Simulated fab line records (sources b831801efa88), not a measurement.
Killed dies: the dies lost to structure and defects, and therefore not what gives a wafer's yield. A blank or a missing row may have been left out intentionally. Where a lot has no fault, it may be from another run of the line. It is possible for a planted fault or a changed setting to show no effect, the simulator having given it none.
Which of the tools did it? / flow gf180mcu / 18 wafers from 6 lots sampled at 3 of the route's 602 steps

== WHAT THE GAUGES SHOWED, per wafer ==
GF_NSD_CD_MEAS_07: the cd target is 400 nm.
lot=L527; measured=day 13 21:25; on=cd_sem-01; cd_nm (nm)=402.9 404.9 404.3
lot=L529; measured=day 14 13:55; on=cd_sem-01; cd_nm (nm)=396.0 397.0 396.0
lot=L537; measured=day 17 01:19; on=cd_sem-01; cd_nm (nm)=396.1 399.8 400.3
lot=L541; measured=day 18 07:12; on=cd_sem-01; cd_nm (nm)=399.8 399.0 397.6
lot=L543; measured=day 19 00:20; on=cd_sem-01; cd_nm (nm)=400.6 400.2 400.2
lot=L546; measured=day 20 03:16; on=cd_sem-01; cd_nm (nm)=400.3 398.4 398.4

== EACH LOT AND THE TOOL THAT RAN IT (in order: tool; ch and the chambers of the sampled wafers; start) ==
lot=L527; GF_HV_LDD_RTA_52=rtp_anneal-01 ch 0, day 12 21:44; GF_NSD_EXPOSE_04=iline_stepper-01 ch 0, day 13 10:52
lot=L529; GF_HV_LDD_RTA_52=rtp_anneal-02 ch 0, day 13 13:11; GF_NSD_EXPOSE_04=iline_stepper-01 ch 0, day 14 03:48
lot=L537; GF_HV_LDD_RTA_52=rtp_anneal-01 ch 0, day 15 23:44; GF_NSD_EXPOSE_04=iline_stepper-02 ch 0, day 16 14:08
lot=L541; GF_HV_LDD_RTA_52=rtp_anneal-01 ch 0, day 17 05:49; GF_NSD_EXPOSE_04=iline_stepper-01 ch 0, day 17 20:16
lot=L543; GF_HV_LDD_RTA_52=rtp_anneal-02 ch 0, day 17 21:58; GF_NSD_EXPOSE_04=iline_stepper-01 ch 0, day 18 12:34
lot=L546; GF_HV_LDD_RTA_52=rtp_anneal-01 ch 0, day 19 00:41; GF_NSD_EXPOSE_04=iline_stepper-02 ch 0, day 19 15:38
- GF_HV_LDD_RTA_52: time 10 s.
- GF_NSD_EXPOSE_04: exposes mask Nplus, target cd 400 nm.

== THE ANSWER, worked out from the rows above alone ==
Rule: what is usual is taken from the lots themselves. The widest of any qualifying gaps counts: lots, ordered by their means at a reading, are off when they make up no more than a third of the lots, leave a main group of 4 or more, and stand apart from it by 3 or more times the standard deviation of that group's means. If all means in a main group match to the digits the tables above print for the reading, that group is not used. Also off: a lot with no number at a reading for which 4 or more lots have one. Any other lot the step has rows for is counted as sound.
Nothing can be told from this: no lot is off at any reading shown.

== WHAT THE SIMULATOR PUT IN ==
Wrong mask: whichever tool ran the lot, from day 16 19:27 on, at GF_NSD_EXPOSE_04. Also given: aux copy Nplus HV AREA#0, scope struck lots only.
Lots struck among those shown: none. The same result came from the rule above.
